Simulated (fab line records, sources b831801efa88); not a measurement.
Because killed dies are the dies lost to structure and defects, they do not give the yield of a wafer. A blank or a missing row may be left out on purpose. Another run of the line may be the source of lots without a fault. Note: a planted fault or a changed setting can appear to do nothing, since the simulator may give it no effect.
What tool caused it? / flow gf180mcu / 39 wafers from 13 lots sampled at 4 of the route's 602 steps

== WHAT THE GAUGES READ, wafer by wafer ==
GF_VT_IMPLANT_OVL_MEAS_40.
lot=L436; measured=day 7 18:31; on=overlay-01; VT_IMPLANT_03_OVL (nm)=-3.0 0.1 -1.1
lot=L437; measured=day 8 03:24; on=overlay-02; VT_IMPLANT_03_OVL (nm)=-1.3 0.2 1.4
lot=L438; measured=day 8 08:30; on=overlay-01; VT_IMPLANT_03_OVL (nm)=1.5 -0.8 -1.0
lot=L440; measured=day 8 20:34; on=overlay-02; VT_IMPLANT_03_OVL (nm)=-2.4 -2.1 -1.5
lot=L441; measured=day 9 05:12; on=overlay-02; VT_IMPLANT_03_OVL (nm)=1.4 0.1 1.8
lot=L443; measured=day 9 18:46; on=overlay-02; VT_IMPLANT_03_OVL (nm)=-0.3 -0.1 -0.4
lot=L444; measured=day 9 23:49; on=overlay-02; VT_IMPLANT_03_OVL (nm)=-2.3 -1.8 -1.5
lot=L445; measured=day 10 11:28; on=overlay-01; VT_IMPLANT_03_OVL (nm)=-0.5 -0.5 0.4
lot=L450; measured=day 11 19:57; on=overlay-01; VT_IMPLANT_03_OVL (nm)=-0.2 -1.9 -0.1
lot=L454; measured=day 12 23:12; on=overlay-01; VT_IMPLANT_03_OVL (nm)=-0.4 0.0 -1.2
lot=L455; measured=day 13 04:00; on=overlay-02; VT_IMPLANT_03_OVL (nm)=-0.4 -1.3 -2.6
lot=L457; measured=day 13 19:45; on=overlay-02; VT_IMPLANT_03_OVL (nm)=0.5 0.4 0.8
lot=L458; measured=day 14 00:49; on=overlay-02; VT_IMPLANT_03_OVL (nm)=-2.8 -2.9 -1.9

GF_VT_IMPLANT_TW_MEAS_43.
lot=L436; measured=day 7 18:48; on=film metro-02; VT_IMPLANT_4_TW=696 697 695
lot=L437; measured=day 8 03:41; on=film metro-04; VT_IMPLANT_4_TW=697 699 701
lot=L438; measured=day 8 08:47; on=film metro-02; VT_IMPLANT_4_TW=696 695 696
lot=L440; measured=day 8 20:51; on=film metro-02; VT_IMPLANT_4_TW=696 694 695
lot=L441; measured=day 9 05:29; on=film metro-02; VT_IMPLANT_4_TW=691 689 687
lot=L443; measured=day 9 19:03; on=film metro-04; VT_IMPLANT_4_TW=700 699 696
lot=L444; measured=day 10 00:06; on=film metro-04; VT_IMPLANT_4_TW=698 699 702
lot=L445; measured=day 10 11:45; on=film metro-04; VT_IMPLANT_4_TW=703 698 703
lot=L450; measured=day 11 20:14; on=film metro-01; VT_IMPLANT_4_TW=693 691 692
lot=L454; measured=day 12 23:29; on=film metro-01; VT_IMPLANT_4_TW=685 690 691
lot=L455; measured=day 13 04:17; on=film metro-04; VT_IMPLANT_4_TW=699 698 699
lot=L457; measured=day 13 20:02; on=film metro-02; VT_IMPLANT_4_TW=689 684 686
lot=L458; measured=day 14 01:07; on=film metro-01; VT_IMPLANT_4_TW=693 690 693

GF_POLY_GATE_THK_MEAS_01.
lot=L436; measured=day 8 16:43; on=film metro-03; POLY_GATE_CVD_00_THK (nm)=201.3 200.3 200.0
lot=L437; measured=day 9 02:04; on=film metro-04; POLY_GATE_CVD_00_THK (nm)=199.8 198.8 200.3
lot=L438; measured=day 9 08:06; on=film metro-03; POLY_GATE_CVD_00_THK (nm)=199.2 200.4 200.0
lot=L440; measured=day 9 18:49; on=film metro-04; POLY_GATE_CVD_00_THK (nm)=202.2 202.6 200.7
lot=L441; measured=day 10 05:22; on=film metro-01; POLY_GATE_CVD_00_THK (nm)=205.4 205.5 203.2
lot=L443; measured=day 10 18:40; on=film metro-01; POLY_GATE_CVD_00_THK (nm)=200.5 200.8 201.3
lot=L444; measured=day 10 23:28; on=film metro-01; POLY_GATE_CVD_00_THK (nm)=202.2 202.8 200.8
lot=L445; measured=day 11 11:56; on=film metro-01; POLY_GATE_CVD_00_THK (nm)=196.2 197.1 198.8
lot=L450; measured=day 12 20:44; on=film metro-03; POLY_GATE_CVD_00_THK (nm)=196.3 198.4 197.7
lot=L454; measured=day 14 02:58; on=film metro-04; POLY_GATE_CVD_00_THK (nm)=266.3 266.6 265.9 266.4 266.7 266.2
lot=L455; measured=day 14 06:58; on=film metro-04; POLY_GATE_CVD_00_THK (nm)=268.6 270.2 268.6 268.8 270.0 268.7
lot=L457; measured=day 14 23:24; on=film metro-04; POLY_GATE_CVD_00_THK (nm)=265.5 268.8 266.2 265.8 268.9 266.4
lot=L458; measured=day 15 04:28; on=film metro-03; POLY_GATE_CVD_00_THK (nm)=199.8 198.2 199.7

== WHICH TOOL RAN EACH LOT (tool, then ch and the chambers of the sampled wafers, then the start) ==
lot=L436; GF_POLY_GATE_CVD_00=lpcvd-01 ch 0, day 8 15:22
lot=L437; GF_POLY_GATE_CVD_00=lpcvd-02 ch 0, day 9 00:43
lot=L438; GF_POLY_GATE_CVD_00=lpcvd-01 ch 0, day 9 06:43
lot=L440; GF_POLY_GATE_CVD_00=lpcvd-02 ch 1, day 9 17:29
lot=L441; GF_POLY_GATE_CVD_00=lpcvd-02 ch 1, day 10 04:02
lot=L443; GF_POLY_GATE_CVD_00=lpcvd-02 ch 0, day 10 17:20
lot=L444; GF_POLY_GATE_CVD_00=lpcvd-02 ch 0, day 10 22:08
lot=L445; GF_POLY_GATE_CVD_00=lpcvd-01 ch 0, day 11 10:35
lot=L450; GF_POLY_GATE_CVD_00=lpcvd-01 ch 1, day 12 19:24
lot=L454; GF_POLY_GATE_CVD_00=lpcvd-02 ch 0, day 14 00:58
lot=L455; GF_POLY_GATE_CVD_00=lpcvd-02 ch 1, day 14 04:58
lot=L457; GF_POLY_GATE_CVD_00=lpcvd-02 ch 1, day 14 22:04
lot=L458; GF_POLY_GATE_CVD_00=lpcvd-01 ch 0, day 15 03:06
- GF_POLY_GATE_CVD_00: deposits poly-Si, target thk 200 nm, time 1200 s.

== WHAT THE TOOLS THEMSELVES READ (means of the sampled wafers that have a number; where no wafer has one, the mark that the record gives instead) ==
GF_POLY_GATE_CVD_00.
lot=L436; tool=lpcvd-01; spike tc upper C (C)=619.8; susceptor temp C (C)=619.59
lot=L437; tool=lpcvd-02; spike tc upper C (C)=620.4; susceptor temp C (C)=619.89
lot=L438; tool=lpcvd-01; spike tc upper C (C)=619.4; susceptor temp C (C)=620.05
lot=L440; tool=lpcvd-02; spike tc upper C (C)=618.0; susceptor temp C (C)=619.72
lot=L441; tool=lpcvd-02; spike tc upper C (C)=618.4; susceptor temp C (C)=619.89
lot=L443; tool=lpcvd-02; spike tc upper C (C)=620.4; susceptor temp C (C)=620.01
lot=L444; tool=lpcvd-02; spike tc upper C (C)=619.1; susceptor temp C (C)=619.97
lot=L445; tool=lpcvd-01; spike tc upper C (C)=618.7; susceptor temp C (C)=620.14
lot=L450; tool=lpcvd-01; spike tc upper C (C)=619.0; susceptor temp C (C)=619.76
lot=L454; tool=lpcvd-02; spike tc upper C (C)=618.8; susceptor temp C (C)=620.11
lot=L455; tool=lpcvd-02; spike tc upper C (C)=618.8; susceptor temp C (C)=620.04
lot=L457; tool=lpcvd-02; spike tc upper C (C)=618.0; susceptor temp C (C)=619.93
lot=L458; tool=lpcvd-01; spike tc upper C (C)=619.1; susceptor temp C (C)=619.83

== THE ANSWER, worked out from the rows above alone ==
Rule: the usual values come from the lots themselves. The widest of any qualifying gaps counts: lots, ordered by their means at a reading, are off when they make up no more than a third of the lots, leave a main group of 4 or more, and stand apart from it by 3 or more times the standard deviation of that group's means. If all means in a main group match to the digits the tables above print for the reading, that group is not used. A lot without any number at a reading at which 4 lots or more have one is off too. The other lots that the step has rows for count as sound. The gauges are gone through in route order, then the tools' own readings, and for those a lot's mean is taken as printed above. The first step at which some lot is off is used, and at that step the reading that is off furthest; a lot without a number counts as furthest.
Off: at GF_POLY_GATE_THK_MEAS_01 (POLY_GATE_CVD_00_THK), L454, L455, L457. The main group: mean 200.3 nm, standard deviation 2.1.
If a tool, at a process step before that reading, ran all the lots that are off and no sound lot after the first of them, it fits. Gauges at GF_POLY_GATE_THK_MEAS_01: tried the same way as those tools. Can't be told from this: 2 tools fit, lpcvd-02 at GF_POLY_GATE_CVD_00, film metro-04 at GF_POLY_GATE_THK_MEAS_01.

== WHAT HAD BEEN PUT IN BY THE SIMULATOR ==
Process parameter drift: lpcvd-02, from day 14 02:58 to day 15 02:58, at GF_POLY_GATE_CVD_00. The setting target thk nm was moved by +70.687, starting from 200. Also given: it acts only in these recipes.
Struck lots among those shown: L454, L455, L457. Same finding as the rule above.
